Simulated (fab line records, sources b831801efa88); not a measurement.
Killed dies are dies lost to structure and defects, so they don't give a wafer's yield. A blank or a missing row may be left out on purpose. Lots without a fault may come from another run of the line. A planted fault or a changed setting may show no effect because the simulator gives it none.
fab line records | flow sky130
record lots=6 wafers=18 last_day=50
route steps=708 shown CONTACT@412
lots that met no fault: from a run of the same line without faults
start_h: hours from the record's first day to the start of the lot's first wafer shown | wait_h: hours since the lot's step before | " the same as in the row above | L1.1+2: a row that stands for several wafers | - no value, or no start given | * or withheld: withheld | < > ~ a bound
route shown NAME@n: a module of which the file shows steps, and the number in the route of the first | usual: mean/standard deviation of fault-free wafers | same: alike in all rows | chamber/n: place in a boat | sites: the reading at each site | _std_site: their standard deviation | _edge_site: outer sites' mean less inner sites' | radius_mm: how far each site lies from the wafer's centre | mask NAME#n: copy n | behind: the tool/chamber that last shaped the wafer | hold: why the lot was held/for how many hours/how that ended | device: the transistor (n, p or np) that didn't switch | end of line: the same wafers' tests at the end of the route | a step without rows: its recipe alone | killed: dies lost to structure and defects at the first sort, not the wafer's yield | map: a wafer's dies, x killed, . not, _ none there
set.NAME: the setting as run; set.NAME@STEP: as run at that earlier step | model.NAME: the simulator's own value behind a step, which no gauge read
lots at some steps of the route; a table a step, a row a wafer
services: from which hour (start_h, from the record's first day; less than 0 if before it) a tool's chamber was out of use, for how many hours, and why
## steps
# step SKY_CONTACT_DEHYDRATE_06
# recipe temp_c=200 time_s=60
# step SKY_CONTACT_HMDS_07
# recipe prime_time_s=60 prime_temp_c=120
# step SKY_CONTACT_COAT_08
# recipe resist=BARC temp_c=withheld time_s=withheld spin_rpm=3000 resist_thk_nm=60
# step SKY_CONTACT_COAT_09
# recipe resist=KrF-thick spin_rpm=3000 resist_thk_nm=450
# step SKY_CONTACT_SOFTBAKE_10
# recipe temp_c=100 time_s=90 resist=KrF-thick
# step SKY_CONTACT_EXPOSE_11
# recipe mask_id=CTM1 na=0.8 source_shape=annular sigma_inner=0.55 sigma_outer=0.85 target_cd_nm=170 dose_mj=38
# step SKY_CONTACT_PEB_12
# recipe peb_temp_c=withheld peb_time_s=withheld resist=KrF-thick
# step SKY_CONTACT_DEVELOP_13
# recipe develop_time_s=60 resist=KrF-thick dev_temp_c=21
# step SKY_CONTACT_CD_MEAS_14
# recipe target_cd_nm=170
# usual cd_nm=169.9/1.7
# columns lot.wafer tool chamber start_h wait_h cd_nm
L276.2 cd_sem-01 - 788.44 - 168.8
L276.5 " - " " 168.1
L276.6 " - " " 168.5
L277.2 cd_sem-01 - 797.69 - 168.2
L277.4 " - " " 169.5
L277.5 " - " " 169.6
L287.3 cd_sem-01 - 877.91 - 168.5
L287.4 " - " " 168.9
L287.5 " - " " 169.3
L288.1 cd_sem-01 - 879.62 - 169.6
L288.3 " - " " 170.8
L288.6 " - " " 172.1
L289.2 cd_sem-01 - 879.99 - 169.4
L289.5 " - " " 167.7
L289.6 " - " " 168.4
L293.1 cd_sem-01 - 912.67 - 169.9
L293.5 " - " " 168.4
L293.6 " - " " 168.6
# step SKY_CONTACT_OVL_MEAS_15
# usual CONTACT_OVL=2/5.1
# columns lot.wafer tool chamber start_h wait_h CONTACT_OVL[nm]
L276.2 overlay-02 - 788.54 0.1 4
L276.5 " - " " 11
L276.6 " - " " 5
L277.2 overlay-01 - 797.80 0.1 2
L277.4 " - " " 4
L277.5 " - " " 2
L287.3 overlay-02 - 878.00 0.1 -4
L287.4 " - " " -4
L287.5 " - " " -5
L288.1 overlay-02 - 879.74 0.1 0
L288.3 " - " " 0
L288.6 " - " " -2
L289.2 overlay-02 - 880.09 0.1 11
L289.5 " - " " 10
L289.6 " - " " 12
L293.1 overlay-02 - 912.79 0.1 4
L293.5 " - " " 3
L293.6 " - " " -6
# step SKY_CONTACT_ETCH_16
# recipe chemistry=N2/H2 target=BARC ion_energy_ev=200 source_w=500 bias_w=100 pressure_mtorr=30 n2_flow_sccm=100 h2_flow_sccm=200 stop_on=SiO2 time_s=45.9 target_depth_a=600
# usual bias_w=100.0/0.33 chamber_pressure_mTorr=29.999/0.027 drypump_motor_current_A=5.7/0.55 oes_product_au=0.855/0.0048 throttle_valve_pct=13.226/0.0092
# columns lot.wafer tool chamber start_h wait_h bias_w chamber_pressure_mTorr drypump_motor_current_A oes_product_au rf_hours_counter_h throttle_valve_pct
L276.2 rie_diel-04 3 788.57 0.0 100.4 29.980 5.3 0.851 18 13.228
L276.5 " 1 " " 100.5 29.988 5.1 0.863 - 13.212
L276.6 " 3 " " 100.2 29.997 5.3 0.859 - 13.217
L277.2 rie_diel-04 1 797.83 0.0 100.2 29.998 5.1 0.850 5 13.224
L277.4 " 0 " " 99.9 30.002 6.0 0.856 31 13.230
L277.5 " 3 " " 99.6 29.974 5.3 0.854 - 13.235
L287.3 rie_diel-02 1 878.03 0.0 99.8 29.995 5.0 0.849 18 13.207
L287.4 " 0 " " 99.9 29.998 6.4 0.866 10 13.230
L287.5 " 1 " " 99.9 29.968 5.0 0.859 - 13.228
L288.1 rie_diel-04 1 879.78 0.0 99.8 30.005 5.1 0.858 8 13.222
L288.3 " 2 " " 100.5 29.965 5.8 0.853 11 13.243
L288.6 " 1 " " 100.1 30.011 5.1 0.852 - 13.227
L289.2 rie_diel-02 2 880.12 0.0 100.9 29.992 5.7 0.856 11 13.213
L289.5 " 0 " " 99.1 29.997 6.4 0.856 - 13.225
L289.6 " 1 " " 100.0 30.004 5.0 0.864 - 13.228
L293.1 rie_diel-02 2 912.83 0.0 100.0 30.001 5.7 0.858 12 13.228
L293.5 " 3 " " 100.2 30.025 5.4 0.851 - 13.230
L293.6 " 0 " " 99.5 29.978 6.4 0.848 - 13.234
# step SKY_CONTACT_ETCH_17
# recipe target=SiO2 chemistry=C4F8/O2/Ar stop_on=Si3N4 mask_material=KrF-thick source_w=1500 bias_w=1200 pressure_mtorr=40 c4f8_flow_sccm=withheld O2_flow_sccm=6 Ar_flow_sccm=300 time_s=withheld target_depth_a=3400
# usual bias_w=1200/4 chamber_pressure_mTorr=40.00/0.034 oes_product_au=0.891/0.0048
# columns lot.wafer tool chamber start_h wait_h bias_w chamber_pressure_mTorr oes_product_au
L276.2 rie_diel-04 3 788.62 0.0 1197 39.96 0.893
L276.5 " 1 " " 1206 40.00 0.885
L276.6 " 3 " " 1199 40.02 0.897
L277.2 rie_diel-04 1 797.87 0.0 1196 40.01 0.893
L277.4 " 0 " " 1210 40.03 0.887
L277.5 " 3 " " 1197 40.08 0.894
L287.3 rie_diel-02 1 878.07 0.0 1208 39.93 0.882
L287.4 " 0 " " 1199 40.06 0.897
L287.5 " 1 " " 1204 39.98 0.888
L288.1 rie_diel-04 1 879.82 0.0 1201 40.01 0.893
L288.3 " 2 " " 1197 40.03 0.885
L288.6 " 1 " " 1195 39.96 0.892
L289.2 rie_diel-02 2 880.17 0.0 1199 40.02 0.895
L289.5 " 0 " " 1199 39.97 0.890
L289.6 " 1 " " 1202 40.02 0.888
L293.1 rie_diel-02 2 912.87 0.0 1202 39.98 0.894
L293.5 " 3 " " 1193 39.97 0.901
L293.6 " 0 " " 1205 40.08 0.892
# step SKY_CONTACT_ETCH_18
# recipe target=Si3N4 chemistry=CHF3/O2 stop_on=TiN source_w=600 bias_w=200 pressure_mtorr=40 chf3_flow_sccm=50 O2_flow_sccm=5 time_s=39 target_depth_a=750
# usual bias_w=200.0/0.56 chamber_pressure_mTorr=40.00/0.039 drypump_motor_current_A=5.7/0.54 oes_product_au=0.853/0.0069 throttle_valve_pct=8.793/0.0087
# columns lot.wafer tool chamber start_h wait_h bias_w chamber_pressure_mTorr drypump_motor_current_A oes_product_au rf_hours_counter_h throttle_valve_pct model.KrF-thick_of_CONTACT_COAT_09.thk_nm model.TiN_of_LOCAL_INTERCONNECT_SPUTTER_00.thk_nm
L276.2 rie_diel-04 3 788 - 360.2 39.96 5.3 0.849 18 8.783 223.3 98.85
L276.5 " 1 " " 359.0 40.03 5.1 0.851 - 8.787 222.5 98.13
L276.6 " 3 " " 361.1 39.96 5.2 0.853 - 8.816 221.7 98.61
L277.2 rie_diel-04 1 797 - 358.9 40.01 5.1 0.844 5 8.787 225.8 99.1
L277.4 " 0 " " 360.5 40.02 6.0 0.857 31 8.788 222.2 98.93
L277.5 " 3 " " 359.7 40.06 5.3 0.860 - 8.796 224.3 98.71
L287.3 rie_diel-02 1 878 - 199.6 40.00 5.0 0.840 18 8.794 238.8 97.77
L287.4 " 0 " " 199.3 39.99 6.3 0.853 10 8.787 239 99.57
L287.5 " 1 " " 200.2 39.99 5.0 0.858 - 8.785 238.9 98.08
L288.1 rie_diel-04 1 879 - 199.9 39.97 5.2 0.855 8 8.803 246 100.1
L288.3 " 2 " " 199.3 39.97 5.7 0.850 11 8.796 243.5 100.9
L288.6 " 1 " " 201.2 40.02 5.1 0.868 - 8.786 247.8 99.47
L289.2 rie_diel-02 2 880 - 199.9 40.05 5.7 0.846 11 8.797 242.6 100.1
L289.5 " 0 " " 200.0 40.01 6.4 0.846 - 8.799 244.1 100.5
L289.6 " 1 " " 200.3 39.97 5.0 0.844 - 8.790 243 100.4
L293.1 rie_diel-02 2 912 - 200.0 39.99 5.7 0.844 12 8.798 239.2 99.55
L293.5 " 3 " " 199.9 39.98 5.4 0.851 - 8.787 241.3 100.5
L293.6 " 0 " " 200.7 40.00 6.4 0.853 - 8.809 239.3 99.71
# step SKY_CONTACT_STRIP_19
# recipe chemistry=O2/N2 power_w=1380 pressure_mtorr=1500 platen_temp_c=withheld o2_flow_sccm=3000 n2_flow_sccm=300 overash_fraction=0.5
# usual chamber_pressure_mTorr=1500.0/1.4 drypump_motor_current_A=5.8/0.64 oes_product_au=0.380/0.0047 strip_time_to_endpoint_s=3.659/0.022
# columns lot.wafer tool chamber start_h wait_h chamber_pressure_mTorr drypump_motor_current_A oes_product_au rf_hours_counter_h strip_time_to_endpoint_s
L276.2 plasma_asher-02 0 788.71 - 1500.3 4.9 0.370 35 3.442
L276.5 " 1 " " 1498.8 5.6 0.381 - 3.443
L276.6 " 0 " " 1499.4 5.0 0.374 - 3.424
L277.2 plasma_asher-04 1 797.96 - 1499.5 5.3 0.368 63 3.461
L277.4 " 1 " " 1501.5 5.3 0.368 - 3.424
L277.5 " 0 " " 1497.7 6.6 0.369 - 3.453
L287.3 plasma_asher-04 1 878.19 - 1500.2 5.3 0.378 - 3.617
L287.4 " 0 " " 1499.6 6.6 0.373 - 3.637
L287.5 " 1 " " 1501.1 5.3 0.385 - 3.638
L288.1 plasma_asher-02 0 879.91 - 1500.3 4.9 0.387 45 3.676
L288.3 " 1 " " 1498.3 5.5 0.382 - 3.659
L288.6 " 1 " " 1501.3 5.5 0.379 - 3.698
L289.2 plasma_asher-04 0 880.26 - 1499.5 6.6 0.380 71 3.661
L289.5 " 0 " " 1500.2 6.6 0.386 - 3.669
L289.6 " 1 " " 1500.1 5.3 0.385 - 3.671
L293.1 plasma_asher-03 1 912.96 - 1501.1 5.9 0.377 17 3.601
L293.5 " 1 " " 1498.4 5.9 0.376 - 3.648
L293.6 " 0 " " 1499.8 6.1 0.381 - 3.619
# step SKY_CONTACT_STRIP_20
# recipe chemistry=post_etch_residue_remover time_s=1200 temp_c=72.5
## services
# columns tool chamber start_h hours kind
plasma_asher-04 - 766.47 1.9 repair
rie_diel-04 1 768.69 6.8 repair
plasma_asher-03 - 770.43 4.1 repair
rie_diel-04 2 777.00 13.1 repair
rie_diel-02 2 818.28 4.8 repair
rie_diel-04 1 832.15 3.6 repair
rie_diel-04 3 832.53 5.7 repair
rie_diel-04 0 838.31 - clean
rie_diel-04 0 838.31 14.4 scheduled_down
rie_diel-04 0 838.31 14.4 vent_cycle
plasma_asher-02 - 862.68 0.5 repair
plasma_asher-03 - 863.12 4.8 repair
rie_diel-02 3 890.81 4.0 repair
rie_diel-04 2 900.20 23.7 repair
## key
first_sign step=SKY_CONTACT_ETCH_18 reading=bias_w direction=up sigmas=99+ usual=200.0 struck=359.9
effect step=SKY_CONTACT_STRIP_19 reading=strip_time_to_endpoint_s direction=down sigmas=10 usual=* struck=*
model_effect step=SKY_CONTACT_ETCH_18 value=KrF-thick_of_CONTACT_COAT_09.thk_nm without=242.8 struck=223.3
met_at SKY_CONTACT_ETCH_18
struck_wafers L276.2,L276.5,L276.6,L277.2,L277.4,L277.5
sort_left_out L276.2,L276.5,L276.6
tester_left_out L276,L277
fault kind=process_parameter_drift tool=rie_diel-04 chamber=- onset_h=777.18 steps=SKY_CONTACT_ETCH_18 channel=bias_w offset=159.61 shape=step end_h=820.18 acts_in=these_recipes_only stated=200
# tester_left_out: of these lots the tester's yield and bins aren't shown, on N5 and GAA mostly nor the transistor test; their killed dies are dies lost to structure and defects alone, not to doping, threshold or leakage, so they don't give the yield
# sort_left_out: the simulated sort isn't trusted on such a fault, so these wafers' sort isn't shown, and their yield isn't known
